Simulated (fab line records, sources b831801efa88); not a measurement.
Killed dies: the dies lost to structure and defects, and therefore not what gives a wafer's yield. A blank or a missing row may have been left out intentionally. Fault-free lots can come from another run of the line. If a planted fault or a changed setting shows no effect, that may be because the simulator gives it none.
fab line records | flow sky130
[record] lots = 6 | wafers = 18 | last-day = 49
route steps=708 shown METAL1@446 VIA1@458 PAD_OPEN@708
lots untouched by any fault: they come from a run of this same line in which no faults occurred
start-h: the number of hours between the record's first day and the start of the first shown wafer of the lot | wait-h: time in hours since the lot's previous step | " repeats the value in the row above | L1.1+2: a row that stands for several wafers | - either no value or no given start | * or withheld: withheld | < > ~ a bound
route shown NAME@n: NAME is a module with steps in the file, n the number in the route of the first one | usual: the fault-free wafers' mean and standard deviation | same: alike in all rows | chamber/n: place in a boat | sites: per-site readings | _std_site: standard deviation across them | _edge_site: mean of outer sites minus mean of inner sites | radius-mm: for every site, how far away it sits from the centre of the wafer | mask NAME#n: copy n | behind: the last tool/chamber to shape the wafer | hold: what put the lot on hold/how long, in hours/how the hold closed | device: which transistor (n, p or np) failed to switch | end of line: the tests these same wafers got at the end of their route | where a step has no rows: the recipe by itself | killed: count of dies lost to structure and defects at first sort (not the wafer's yield) | map: a wafer's dies, x killed, . not, _ none there
set.NAME: the setting the step ran with; set.NAME@STEP: the setting that earlier step ran with | model.NAME: the simulator's own value behind a step, which no gauge read
lots at selected steps of the route; one table per step, one row per wafer
services: the hour from which a tool's chamber was out of use, counted from the record's first day as start-h (under 0 if before that day), plus the number of hours and why
[[steps]]
[step SKY_METAL1_EXPOSE_12]
[recipe] mask-id = MM1 | na = 0.8 | source-shape = annular | sigma-inner = 0.55 | sigma-outer = 0.85 | target-cd-nm = 140 | dose-mj = 28
[step SKY_METAL1_PEB_13]
[recipe] peb-temp-c = withheld | peb-time-s = withheld | resist = KrF-thick
[step SKY_METAL1_DEVELOP_14]
[recipe] develop-time-s = 60 | resist = KrF-thick | dev-temp-c = 21
[step SKY_METAL1_CD_MEAS_15]
[recipe] target-cd-nm = 140
[usual] cd-nm = 140.2/1.5
lot.wafer | tool      | chamber | start-h | wait-h | cd-nm
L659.2    | cd-sem-02 | -       | 766.95  | -      | 138.2
L659.4    | "         | -       | "       | "      | 139.3
L659.6    | "         | -       | "       | "      | 140.0
L660.4    | cd-sem-02 | -       | 770.94  | -      | 141.1
L660.5    | "         | -       | "       | "      | 142.6
L660.6    | "         | -       | "       | "      | 141.6
L669.2    | cd-sem-02 | -       | 849.24  | -      | 141.0
L669.3    | "         | -       | "       | "      | 138.5
L669.6    | "         | -       | "       | "      | 139.2
L670.1    | cd-sem-02 | -       | 859.61  | -      | 138.0
L670.5    | "         | -       | "       | "      | 140.1
L670.6    | "         | -       | "       | "      | 139.3
L676.2    | cd-sem-02 | -       | 897.99  | -      | 137.3
L676.4    | "         | -       | "       | "      | 136.4
L676.5    | "         | -       | "       | "      | 137.9
L678.1    | cd-sem-02 | -       | 911.91  | -      | 138.2
L678.5    | "         | -       | "       | "      | 139.7
L678.6    | "         | -       | "       | "      | 138.5
[step SKY_METAL1_OVL_MEAS_16]
[usual] METAL1_OVL = -2/5.5
lot.wafer | tool       | chamber | start-h | wait-h | METAL1_OVL[nm]
L659.2    | overlay-02 | -       | 767.05  | 0.1    | -5
L659.4    | "          | -       | "       | "      | -5
L659.6    | "          | -       | "       | "      | -7
L660.4    | overlay-01 | -       | 771.01  | 0.1    | 5
L660.5    | "          | -       | "       | "      | 3
L660.6    | "          | -       | "       | "      | -2
L669.2    | overlay-01 | -       | 849.35  | 0.1    | -1
L669.3    | "          | -       | "       | "      | -10
L669.6    | "          | -       | "       | "      | 2
L670.1    | overlay-02 | -       | 859.73  | 0.1    | -6
L670.5    | "          | -       | "       | "      | -6
L670.6    | "          | -       | "       | "      | 1
L676.2    | overlay-02 | -       | 898.10  | 0.1    | -1
L676.4    | "          | -       | "       | "      | -4
L676.5    | "          | -       | "       | "      | -1
L678.1    | overlay-02 | -       | 912.03  | 0.1    | 3
L678.5    | "          | -       | "       | "      | 2
L678.6    | "          | -       | "       | "      | 0
[step SKY_METAL1_DESCUM_17]
[recipe] chemistry = O2 | source-power-w = 150 | bias-power-w = 0 | pressure-mtorr = 10 | temp-c = 40 | time-s = 8
[usual] drypump-motor-current-A = 5.95/0.24 | oes-product-au = 0.999/0.013
[same] bias-power-w = 0 | time-s = 8
lot.wafer | tool         | chamber | start-h | wait-h | drypump-motor-current-A | oes-product-au | rf-hours-counter-h
L659.2    | rie-metal-01 | 0       | 767.08  | 0.0    | 5.76                    | 0.988          | 9
L659.4    | "            | 0       | "       | "      | 5.75                    | 0.987          | -
L659.6    | "            | 0       | "       | "      | 5.76                    | 1.000          | -
L660.4    | rie-metal-04 | 1       | 771.04  | 0.0    | 5.92                    | 1.010          | -
L660.5    | "            | 1       | "       | "      | 5.98                    | 0.995          | -
L660.6    | "            | 0       | "       | "      | 6.39                    | 1.021          | -
L669.2    | rie-metal-04 | 1       | 849.38  | 0.0    | 5.96                    | 1.012          | 7
L669.3    | "            | 1       | "       | "      | 5.96                    | 1.010          | -
L669.6    | "            | 1       | "       | "      | 5.94                    | 1.009          | -
L670.1    | rie-metal-02 | 0       | 859.77  | 0.0    | 5.90                    | 0.994          | 15
L670.5    | "            | 1       | "       | "      | 5.69                    | 0.998          | -
L670.6    | "            | 0       | "       | "      | 5.92                    | 0.988          | -
L676.2    | rie-metal-04 | 1       | 898.13  | 0.0    | 5.99                    | 1.008          | 9
L676.4    | "            | 1       | "       | "      | 6.00                    | 1.006          | -
L676.5    | "            | 0       | "       | "      | 6.40                    | 1.014          | -
L678.1    | rie-metal-01 | 1       | 912.07  | 0.0    | 5.81                    | 0.998          | 2
L678.5    | "            | 1       | "       | "      | 5.81                    | 0.985          | -
L678.6    | "            | 0       | "       | "      | 5.75                    | 0.993          | -
[step SKY_METAL1_ETCH_18]
[recipe] chemistry = N2/H2 | target = BARC | ion-energy-ev = 200 | bias-w = 100 | pressure-mtorr = 30 | n2-flow-sccm = 100 | h2-flow-sccm = 200 | icp-w = 500 | stop-on = SiO2 | time-s = 45.9 | target-depth-a = 600
[usual] drypump-motor-current-A = 5.96/0.24 | oes-product-au = 0.851/0.005 | throttle-valve-pct = 13.225/0.0086
[same] time-s = 45.9
lot.wafer | tool         | chamber | start-h | wait-h | drypump-motor-current-A | oes-product-au | rf-hours-counter-h | throttle-valve-pct
L659.2    | rie-metal-01 | 0       | 767.11  | 0.0    | 5.75                    | 0.863          | 9                  | 13.222
L659.4    | "            | 0       | "       | "      | 5.73                    | 0.858          | -                  | 13.224
L659.6    | "            | 0       | "       | "      | 5.75                    | 0.852          | -                  | 13.240
L660.4    | rie-metal-04 | 1       | 771.08  | 0.0    | 6.05                    | 0.850          | -                  | 13.234
L660.5    | "            | 1       | "       | "      | 6.01                    | 0.851          | -                  | 13.224
L660.6    | "            | 0       | "       | "      | 6.39                    | 0.850          | -                  | 13.241
L669.2    | rie-metal-04 | 1       | 849.41  | 0.0    | 5.98                    | 0.852          | 7                  | 13.225
L669.3    | "            | 1       | "       | "      | 5.93                    | 0.855          | -                  | 13.224
L669.6    | "            | 1       | "       | "      | 5.96                    | 0.845          | -                  | 13.211
L670.1    | rie-metal-02 | 0       | 859.80  | 0.0    | 5.92                    | 0.849          | 15                 | 13.212
L670.5    | "            | 1       | "       | "      | 5.71                    | 0.849          | -                  | 13.231
L670.6    | "            | 0       | "       | "      | 5.91                    | 0.850          | -                  | 13.219
L676.2    | rie-metal-04 | 1       | 898.16  | 0.0    | 5.98                    | 0.860          | 9                  | 13.221
L676.4    | "            | 1       | "       | "      | 5.99                    | 0.848          | -                  | 13.210
L676.5    | "            | 0       | "       | "      | 6.38                    | 0.847          | -                  | 13.234
L678.1    | rie-metal-01 | 1       | 912.10  | 0.0    | 5.80                    | 0.849          | 2                  | 13.222
L678.5    | "            | 1       | "       | "      | 5.81                    | 0.852          | -                  | 13.235
L678.6    | "            | 0       | "       | "      | 5.75                    | 0.841          | -                  | 13.209
[step SKY_METAL1_METAL_ETCH_19]
[recipe] target-depth-a = 3600 | stop-on = SiO2 | over-etch-frac = 0.3 | time-s = 78 | chemistry = Cl2/BCl3 | resist-sidewall-deg = 88 | pressure-mtorr = 10 | icp-w = 900 | bias-w = 48.5 | Cl2_flow_sccm = 60 | bcl3-flow-sccm = 30
[usual] drypump-motor-current-A = 5.94/0.24 | oes-product-au = 0.857/0.0059 | throttle-valve-pct = 22.266/0.009
[same] over-etch-frac = 0.3 | time-s = 78
lot.wafer | tool         | chamber | start-h | wait-h | drypump-motor-current-A | oes-product-au | rf-hours-counter-h | throttle-valve-pct
L659.2    | rie-metal-01 | 0       | 767.18  | 0.0    | 5.75                    | 0.852          | 9                  | 22.272
L659.4    | "            | 0       | "       | "      | 5.74                    | 0.858          | -                  | 22.265
L659.6    | "            | 0       | "       | "      | 5.74                    | 0.857          | -                  | 22.276
L660.4    | rie-metal-04 | 1       | 771.16  | 0.1    | 5.93                    | 0.863          | -                  | 22.256
L660.5    | "            | 1       | "       | "      | 5.98                    | 0.842          | -                  | 22.263
L660.6    | "            | 0       | "       | "      | 6.38                    | 0.859          | -                  | 22.265
L669.2    | rie-metal-04 | 1       | 849.47  | 0.0    | 5.93                    | 0.855          | 7                  | 22.269
L669.3    | "            | 1       | "       | "      | 5.99                    | 0.851          | -                  | 22.263
L669.6    | "            | 1       | "       | "      | 5.95                    | 0.865          | -                  | 22.263
L670.1    | rie-metal-02 | 0       | 859.86  | 0.0    | 5.86                    | 0.852          | 15                 | 22.273
L670.5    | "            | 1       | "       | "      | 5.70                    | 0.867          | -                  | 22.272
L670.6    | "            | 0       | "       | "      | 5.88                    | 0.871          | -                  | 22.275
L676.2    | rie-metal-04 | 1       | 898.22  | 0.0    | 5.97                    | 0.859          | 9                  | 22.265
L676.4    | "            | 1       | "       | "      | 5.92                    | 0.863          | -                  | 22.258
L676.5    | "            | 0       | "       | "      | 6.40                    | 0.860          | -                  | 22.272
L678.1    | rie-metal-01 | 1       | 912.17  | 0.0    | 5.82                    | 0.848          | 3                  | 22.262
L678.5    | "            | 1       | "       | "      | 5.83                    | 0.855          | -                  | 22.265
L678.6    | "            | 0       | "       | "      | 5.74                    | 0.852          | -                  | 22.260
[step SKY_METAL1_STRIP_20]
[recipe] chemistry = O2/N2 | power-w = 1400 | pressure-mtorr = 1500 | platen-temp-c = withheld | o2-flow-sccm = 3000 | n2-flow-sccm = 300 | overash-fraction = 0.5
[usual] drypump-motor-current-A = 6.12/0.29 | oes-product-au = 0.342/0.005 | strip-time-to-endpoint-s = 2.69/0.057
lot.wafer | tool            | chamber | start-h | wait-h | drypump-motor-current-A | oes-product-au | rf-hours-counter-h | strip-time-to-endpoint-s
L659.2    | plasma-asher-03 | 0       | 767.27  | 0.1    | 6.20                    | 0.343          | 95                 | 2.76
L659.4    | "               | 0       | "       | "      | 6.22                    | 0.348          | -                  | 2.75
L659.6    | "               | 1       | "       | "      | 6.28                    | 0.351          | -                  | 2.74
L660.4    | plasma-asher-03 | 1       | 771.25  | 0.1    | 6.27                    | 0.347          | -                  | 2.69
L660.5    | "               | 0       | "       | "      | 6.19                    | 0.337          | -                  | 2.68
L660.6    | "               | 1       | "       | "      | 6.27                    | 0.329          | -                  | 2.66
L669.2    | plasma-asher-02 | 1       | 849.56  | 0.1    | 6.07                    | 0.345          | 10                 | 2.71
L669.3    | "               | 0       | "       | "      | 6.70                    | 0.346          | -                  | 2.73
L669.6    | "               | 1       | "       | "      | 6.06                    | 0.335          | -                  | 2.69
L670.1    | plasma-asher-04 | 1       | 859.95  | 0.1    | 5.92                    | 0.343          | 44                 | 2.77
L670.5    | "               | 0       | "       | "      | 5.76                    | 0.342          | -                  | 2.72
L670.6    | "               | 1       | "       | "      | 5.89                    | 0.342          | -                  | 2.75
L676.2    | plasma-asher-03 | 0       | 898.31  | 0.1    | 6.16                    | 0.338          | 108                | 2.62
L676.4    | "               | 1       | "       | "      | 6.27                    | 0.341          | -                  | 2.62
L676.5    | "               | 0       | "       | "      | 6.18                    | 0.341          | -                  | 2.56
L678.1    | plasma-asher-03 | 1       | 912.26  | 0.1    | 6.27                    | 0.342          | 110                | 2.77
L678.5    | "               | 0       | "       | "      | 6.19                    | 0.349          | -                  | 2.77
L678.6    | "               | 1       | "       | "      | 6.27                    | 0.352          | -                  | 2.74
[step SKY_METAL1_STRIP_21]
[recipe] chemistry = post-etch-residue-remover | time-s = 1200 | temp-c = 72.5
[step SKY_METAL1_CLEAN_22]
[recipe] chemistry = IPA | time-s = 180 | temp-c = 25
[step SKY_METAL1_CLEAN_23]
[recipe] chemistry = O3/DIW | dry = n2-spin
[step SKY_VIA1_HDPCVD_00]
[recipe] material = SiO2 | target-thk-nm = 1030 | sigma-open-frac = 0.3 | time-s = 171.7 | temp-c = 400 | sih4-flow-sccm = 60 | pressure-mtorr = 6
[usual] sih4-flow-sccm = 60.00/0.17
[same] time-s = 171.7
lot.wafer | tool      | chamber | start-h | wait-h | sih4-flow-sccm | model.SiO2_of_VIA1_HDPCVD_00.thk-nm
L659.2    | hdpcvd-01 | 2       | 767.86  | 0.0    | 60.22          | 1020
L659.4    | "         | 0       | "       | "      | 59.64          | 1018
L659.6    | "         | 2       | "       | "      | 59.89          | 1022
L660.4    | hdpcvd-01 | 0       | 771.86  | 0.1    | 60.13          | 1033
L660.5    | "         | 1       | "       | "      | 60.04          | 1043
L660.6    | "         | 2       | "       | "      | 60.14          | 1026
L669.2    | hdpcvd-02 | 1       | 850.15  | 0.0    | 60.10          | 1035
L669.3    | "         | 0       | "       | "      | 30.09          | 507.4
L669.6    | "         | 2       | "       | "      | 59.72          | 1029
L670.1    | hdpcvd-02 | 0       | 860.55  | 0.0    | 30.10          | 493.2
L670.5    | "         | 0       | "       | "      | 30.11          | 497.9
L670.6    | "         | 2       | "       | "      | 59.99          | 1023
L676.2    | hdpcvd-01 | 2       | 899.07  | 0.0    | 60.16          | 1035
L676.4    | "         | 2       | "       | "      | 59.91          | 1048
L676.5    | "         | 1       | "       | "      | 60.09          | 1054
L678.1    | hdpcvd-01 | 2       | 912.85  | 0.0    | 60.03          | 1019
L678.5    | "         | 2       | "       | "      | 60.07          | 1030
L678.6    | "         | 1       | "       | "      | 59.94          | 1020
[step SKY_VIA1_THK_MEAS_01]
[recipe] reads = SiO2_of_VIA1_HDPCVD_00
[usual] VIA1_HDPCVD_THK = 1027/14
lot.wafer | tool          | chamber | start-h | wait-h | VIA1_HDPCVD_THK[nm]
L659.2    | film-metro-03 | -       | 767.98  | 0.1    | 1019
L659.4    | "             | -       | "       | "      | 1018
L659.6    | "             | -       | "       | "      | 1022
L660.4    | film-metro-01 | -       | 771.95  | 0.0    | 1033
L660.5    | "             | -       | "       | "      | 1043
L660.6    | "             | -       | "       | "      | 1026
L669.2    | film-metro-03 | -       | 850.28  | 0.1    | 1035
L669.3    | "             | -       | "       | "      | 507
L669.6    | "             | -       | "       | "      | 1029
L670.1    | film-metro-02 | -       | 860.66  | 0.1    | 493
L670.5    | "             | -       | "       | "      | 498
L670.6    | "             | -       | "       | "      | 1023
L676.2    | film-metro-02 | -       | 899.19  | 0.1    | 1034
L676.4    | "             | -       | "       | "      | 1048
L676.5    | "             | -       | "       | "      | 1054
L678.1    | film-metro-02 | -       | 912.96  | 0.1    | 1018
L678.5    | "             | -       | "       | "      | 1030
L678.6    | "             | -       | "       | "      | 1021
[step SKY_VIA1_CMP_02]
[recipe] material = SiO2 | down-force-psi = 4 | platen-rpm = 60 | pad-velocity-m-s = 0.94248
[usual] motor-current-A = 12.8/1.6
lot.wafer | tool   | chamber | start-h | wait-h | motor-current-A
L659.4    | cmp-01 | 1       | 768.03  | 0.0    | 12.1
L659.2    | "      | 0       | "       | "      | 11.6
L659.6    | "      | 2       | "       | "      | 13.1
L660.4    | cmp-02 | 2       | 772.03  | 0.1    | 13.6
L660.6    | "      | 1       | "       | "      | 11.8
L660.5    | "      | 2       | "       | "      | 13.8
L669.3    | cmp-02 | 2       | 850.33  | 0.0    | 13.8
L669.2    | "      | 1       | "       | "      | 11.5
L669.6    | "      | 2       | "       | "      | 13.9
L670.1    | cmp-02 | 2       | 860.77  | 0.1    | 14.8
L670.5    | "      | 1       | "       | "      | 11.4
L670.6    | "      | 2       | "       | "      | 13.8
L676.2    | cmp-02 | 3       | 899.24  | 0.0    | 14.5
L676.4    | "      | 0       | "       | "      | 11.6
L676.5    | "      | 0       | "       | "      | 11.2
L678.1    | cmp-02 | 1       | 913.12  | 0.1    | 11.5
L678.5    | "      | 3       | "       | "      | 15.3
L678.6    | "      | 0       | "       | "      | 11.1
[step SKY_PAD_OPEN_PROBE_99]
[usual] defect-limited-yield = 82.7/1.7 | killed_at_M0_to_M3 = 44/7.1 | killed_at_M4_up = 3.3/1.8 | killed-at-contacts = 23/5.5 | killed-at-front-end = 15/4.5 | killed-at-other = 0.2/0.48 | killed-dies = 85/8.4 | killed-open = 46/6.6 | killed-short = 39/6.1
[same] gross-dies = 492 | killed-at-back-side = 0
lot.wafer | tool      | chamber | start-h | wait-h | defect-limited-yield[%] | killed_at_M0_to_M3 | killed_at_M4_up | killed-at-contacts | killed-at-front-end | killed-at-other | killed-dies | killed-open | killed-short | model.etest.tester.sort-n-pass | model.etest.tester.sort-yield-pct | model.etest.tester.sort_bin_3_pct | model.etest.met2-comb.leak-log10-a-um | model.etest.tester.sort_bin_8_pct
L659.2    | prober-02 | -       | 1080.34 | 0.1    | 82.5                    | 51                 | 2               | 24                 | 9                   | 0               | 86          | 48          | 38           | 406                            | 82.52                             | 1.423                             | -11.98                                | 0
L659.4    | prober-02 | -       | 1080.44 | 0.2    | 79.9                    | 39                 | 1               | 28                 | 31                  | 0               | 99          | 52          | 47           | 393                            | 79.88                             | 1.22                              | -11.99                                | 0
L659.6    | prober-02 | -       | 1080.54 | 0.2    | 82.1                    | 43                 | 1               | 21                 | 22                  | 1               | 88          | 46          | 42           | 404                            | 82.11                             | 1.22                              | -11.91                                | 0
L660.4    | prober-01 | -       | 1080.93 | 0.2    | 82.9                    | 44                 | 4               | 21                 | 15                  | 0               | 84          | 42          | 42           | 408                            | 82.93                             | 1.016                             | -11.69                                | 0
L660.5    | prober-01 | -       | 1080.98 | 0.2    | 82.3                    | 40                 | 8               | 24                 | 15                  | 0               | 87          | 44          | 43           | 405                            | 82.32                             | 1.22                              | -11.89                                | 0
L660.6    | prober-01 | -       | 1081.03 | 0.2    | 82.5                    | 49                 | 3               | 19                 | 15                  | 0               | 86          | 51          | 35           | 406                            | 82.52                             | 0.6098                            | -12.17                                | 0
L669.2    | prober-02 | -       | 1142.91 | 0.1    | 79.7                    | 48                 | 6               | 23                 | 23                  | 0               | 100         | 51          | 48           | 392                            | 79.67                             | 0.813                             | -11.93                                | 0
L669.3    | prober-02 | -       | 1142.96 | 0.2    | 80.5                    | 44                 | 2               | 22                 | 27                  | 1               | 96          | 42          | 54           | 251                            | 51.02                             | 31.1                              | -7.205                                | 1.173e-05
L669.6    | prober-02 | -       | 1143.11 | 0.2    | 82.5                    | 36                 | 6               | 16                 | 28                  | 0               | 86          | 44          | 42           | 406                            | 82.52                             | 0.6098                            | -11.96                                | 0
L670.1    | prober-01 | -       | 1147.37 | 0.1    | 81.7                    | 42                 | 7               | 26                 | 15                  | 0               | 90          | 49          | 41           | 236                            | 47.97                             | 34.76                             | -6.887                                | 1.333e-07
L670.5    | prober-01 | -       | 1147.57 | 0.2    | 80.7                    | 55                 | 0               | 26                 | 14                  | 0               | 95          | 53          | 42           | 238                            | 48.37                             | 33.12                             | -7.276                                | 9.212e-05
L670.6    | prober-01 | -       | 1147.62 | 0.2    | 87.2                    | 34                 | 3               | 16                 | 10                  | 0               | 63          | 35          | 28           | 429                            | 87.2                              | 0.6098                            | -11.88                                | 0
L676.2    | prober-01 | -       | 1176.59 | 0.1    | 81.5                    | 44                 | 2               | 29                 | 16                  | 0               | 91          | 57          | 34           | 401                            | 81.5                              | 0.4065                            | -12.06                                | 0
L676.4    | prober-01 | -       | 1176.69 | 0.2    | 82.3                    | 46                 | 3               | 20                 | 18                  | 0               | 87          | 50          | 37           | 405                            | 82.32                             | 0.813                             | -11.79                                | 0
L676.5    | prober-01 | -       | 1176.74 | 0.2    | 82.1                    | 48                 | 4               | 23                 | 13                  | 0               | 88          | 46          | 42           | 404                            | 82.11                             | 0.6098                            | -12                                   | 0
L678.1    | prober-02 | -       | 1185.03 | 0.1    | 81.7                    | 32                 | 3               | 33                 | 22                  | 0               | 90          | 48          | 42           | 402                            | 81.71                             | 1.423                             | -11.98                                | 0
L678.5    | prober-02 | -       | 1185.23 | 0.2    | 82.3                    | 50                 | 1               | 22                 | 13                  | 1               | 87          | 37          | 50           | 405                            | 82.32                             | 1.016                             | -11.98                                | 0
L678.6    | prober-02 | -       | 1185.28 | 0.2    | 81.9                    | 41                 | 5               | 25                 | 18                  | 0               | 89          | 49          | 40           | 403                            | 81.91                             | 1.016                             | -12.11                                | 0
// killed by level:class
L659.2 VIA2:geometric-particle:open=13 VIA1:geometric-particle:open=9 CONTACT:geometric-particle:open=7 LOCAL_INTERCONNECT:geometric-particle:short=6 VIA3:geometric-particle:open=6 CONTACT:geometric-particle:short=5 VIA1:geometric-particle:short=4 METAL2:geometric-particle:short=4
L659.4 FIELD_ISO:geometric-particle:short=10 CONTACT:geometric-particle:open=9 LI_CONTACT:geometric-particle:open=8 VIA1:geometric-particle:open=8 FIELD_ISO:geometric-particle:open=7 POLY_GATE:geometric-particle:open=7 VIA1:geometric-particle:short=6 VIA3:geometric-particle:open=6
L659.6 VIA2:geometric-particle:open=8 CONTACT:geometric-particle:open=7 VIA3:geometric-particle:open=7 METAL1:geometric-particle:short=6 LI_CONTACT:geometric-particle:open=5 POLY_GATE:geometric-particle:short=5 POLY_GATE:geometric-particle:open=5 VIA1:geometric-particle:open=5
L660.4 METAL1:geometric-particle:short=8 CONTACT:geometric-particle:open=7 VIA1:geometric-particle:open=7 LI_CONTACT:geometric-particle:open=6 VIA3:geometric-particle:open=6 CONTACT:geometric-particle:short=5 METAL2:geometric-particle:short=5 VIA2:geometric-particle:open=5
L660.5 VIA1:geometric-particle:open=12 CONTACT:geometric-particle:open=9 METAL2:geometric-particle:short=7 FIELD_ISO:geometric-particle:short=6 LI_CONTACT:geometric-particle:open=6 LOCAL_INTERCONNECT:geometric-particle:short=5 METAL4:geometric-particle:short=5 METAL1:geometric-particle:short=5
L660.6 VIA1:geometric-particle:open=13 CONTACT:geometric-particle:open=9 VIA1:geometric-particle:short=6 LI_CONTACT:geometric-particle:open=5 VIA2:geometric-particle:open=5 FIELD_ISO:geometric-particle:short=4 LOCAL_INTERCONNECT:geometric-particle:short=4 METAL1:geometric-particle:short=4
L669.2 VIA1:geometric-particle:open=12 METAL2:geometric-particle:short=9 VIA3:geometric-particle:open=9 POLY_GATE:geometric-particle:short=8 LI_CONTACT:geometric-particle:open=8 POLY_GATE:geometric-particle:open=5 METAL1:geometric-particle:short=5 FIELD_ISO:geometric-particle:short=4
L669.3 POLY_GATE:geometric-particle:short=8 METAL2:geometric-particle:short=8 VIA1:geometric-particle:open=8 CONTACT:geometric-particle:open=6 VIA3:geometric-particle:short=6 FIELD_ISO:geometric-particle:open=5 VIA1:geometric-particle:short=5 VIA3:geometric-particle:open=5
L669.6 VIA1:geometric-particle:open=9 FIELD_ISO:geometric-particle:short=8 FIELD_ISO:geometric-particle:open=7 LI_CONTACT:geometric-particle:open=6 VIA3:geometric-particle:open=6 POLY_GATE:geometric-particle:short=5 CONTACT:geometric-particle:open=4 METAL1:geometric-particle:short=4
L670.1 VIA1:geometric-particle:open=13 CONTACT:geometric-particle:open=11 VIA1:geometric-particle:short=7 METAL4:geometric-particle:short=7 CONTACT:geometric-particle:short=6 VIA2:geometric-particle:open=6 METAL2:geometric-particle:short=6 FIELD_ISO:geometric-particle:open=5
L670.5 VIA1:geometric-particle:open=16 CONTACT:geometric-particle:open=13 METAL2:geometric-particle:short=9 CONTACT:geometric-particle:short=7 VIA2:geometric-particle:open=6 VIA3:geometric-particle:open=5 POLY_GATE:geometric-particle:short=4 METAL1:geometric-particle:short=4
L670.6 VIA1:geometric-particle:open=12 CONTACT:geometric-particle:open=7 METAL1:geometric-particle:short=6 FIELD_ISO:geometric-particle:open=3 POLY_GATE:geometric-particle:open=3 LI_CONTACT:geometric-particle:open=3 LOCAL_INTERCONNECT:geometric-particle:short=3 VIA1:geometric-particle:short=3
L676.2 CONTACT:geometric-particle:open=14 LI_CONTACT:geometric-particle:open=9 VIA1:geometric-particle:open=9 METAL2:geometric-particle:short=7 VIA1:geometric-particle:short=6 VIA2:geometric-particle:open=6 VIA3:geometric-particle:open=5 FIELD_ISO:geometric-particle:short=4
L676.4 VIA1:geometric-particle:open=11 VIA3:geometric-particle:open=9 CONTACT:geometric-particle:open=8 LI_CONTACT:geometric-particle:open=6 FIELD_ISO:geometric-particle:open=5 POLY_GATE:geometric-particle:short=5 VIA2:geometric-particle:open=5 METAL2:geometric-particle:short=5
L676.5 METAL1:geometric-particle:short=10 CONTACT:geometric-particle:open=9 VIA1:geometric-particle:open=9 VIA3:geometric-particle:open=8 METAL2:geometric-particle:short=6 LOCAL_INTERCONNECT:geometric-particle:short=6 VIA3:geometric-particle:short=4 FIELD_ISO:geometric-particle:short=3
L678.1 CONTACT:geometric-particle:short=9 CONTACT:geometric-particle:open=9 VIA1:geometric-particle:open=8 POLY_GATE:geometric-particle:open=6 LI_CONTACT:geometric-particle:open=5 LOCAL_INTERCONNECT:geometric-particle:short=5 METAL1:geometric-particle:short=4 LI_CONTACT:geometric-particle:short=4
L678.5 VIA1:geometric-particle:open=12 METAL1:geometric-particle:short=9 VIA3:geometric-particle:open=6 METAL3:geometric-particle:short=5 LI_CONTACT:geometric-particle:short=5 CONTACT:geometric-particle:short=5 CONTACT:geometric-particle:open=5 LOCAL_INTERCONNECT:geometric-particle:short=4
L678.6 CONTACT:geometric-particle:open=8 VIA2:geometric-particle:open=8 VIA1:geometric-particle:open=7 VIA3:geometric-particle:open=6 FIELD_ISO:geometric-particle:short=5 METAL1:geometric-particle:short=5 LI_CONTACT:geometric-particle:open=5 LOCAL_INTERCONNECT:geometric-particle:short=5
[[services]]
tool            | chamber | start-h | hours | kind
cmp-02          | -       | 744.22  | 4.0   | pm
cmp-01          | -       | 746.10  | 2.8   | repair
cmp-01          | -       | 746.51  | 1.0   | repair
hdpcvd-01       | 0       | 751.39  | 10.6  | repair
rie-metal-02    | 1       | 766.59  | 6.6   | repair
cmp-02          | -       | 774.28  | 1.3   | repair
cmp-01          | -       | 776.18  | 4.8   | pm
rie-metal-04    | 0       | 780.77  | 10.0  | repair
rie-metal-04    | -       | 784.73  | 2.8   | pm
plasma-asher-02 | -       | 796.75  | 3.8   | repair
cmp-02          | -       | 806.58  | 1.6   | repair
cmp-02          | -       | 810.17  | 1.5   | repair
rie-metal-04    | -       | 820.32  | 0.5   | repair
hdpcvd-01       | -       | 821.28  | 2.8   | pm
cmp-01          | -       | 829.90  | 1.3   | repair
hdpcvd-01       | -       | 834.35  | 6.0   | pm
hdpcvd-01       | 0       | 845.01  | 18.3  | repair
rie-metal-04    | -       | 851.79  | 3.0   | repair
cmp-02          | -       | 870.54  | 8.1   | pm
hdpcvd-01       | -       | 870.66  | 28.1  | pm
cmp-01          | -       | 880.15  | 4.1   | repair
rie-metal-02    | 0       | 897.49  | 18.9  | repair
hdpcvd-02       | 2       | 899.21  | 4.9   | repair
hdpcvd-02       | -       | 908.20  | 5.5   | pm
[[key]]
[first-sign] step = SKY_VIA1_HDPCVD_00 | reading = sih4-flow-sccm | direction = down | sigmas = 99+ | usual = 60.00 | struck = 30.10
[effect] step = SKY_VIA1_THK_MEAS_01 | reading = VIA1_HDPCVD_THK | direction = down | sigmas = 38 | usual = 1027 | struck = 499
[model-effect] step = SKY_VIA1_HDPCVD_00 | value = SiO2_of_VIA1_HDPCVD_00.thk-nm | without = 1014 | struck = 499.5
[model-effect] step = SKY_PAD_OPEN_PROBE_99 | value = etest.tester.sort-n-pass | without = 398.3 | struck = 241.7
met-at SKY_VIA1_HDPCVD_00
struck-wafers L669.3,L670.1,L670.5
[fault] kind = process-parameter-drift | tool = hdpcvd-02 | chamber = 0 | onset-h = 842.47 | steps = SKY_VIA1_HDPCVD_00 | channel = sih4-flow-sccm | offset = -30 | shape = step | end-h = 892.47 | acts-in = these-recipes-only | stated = 60
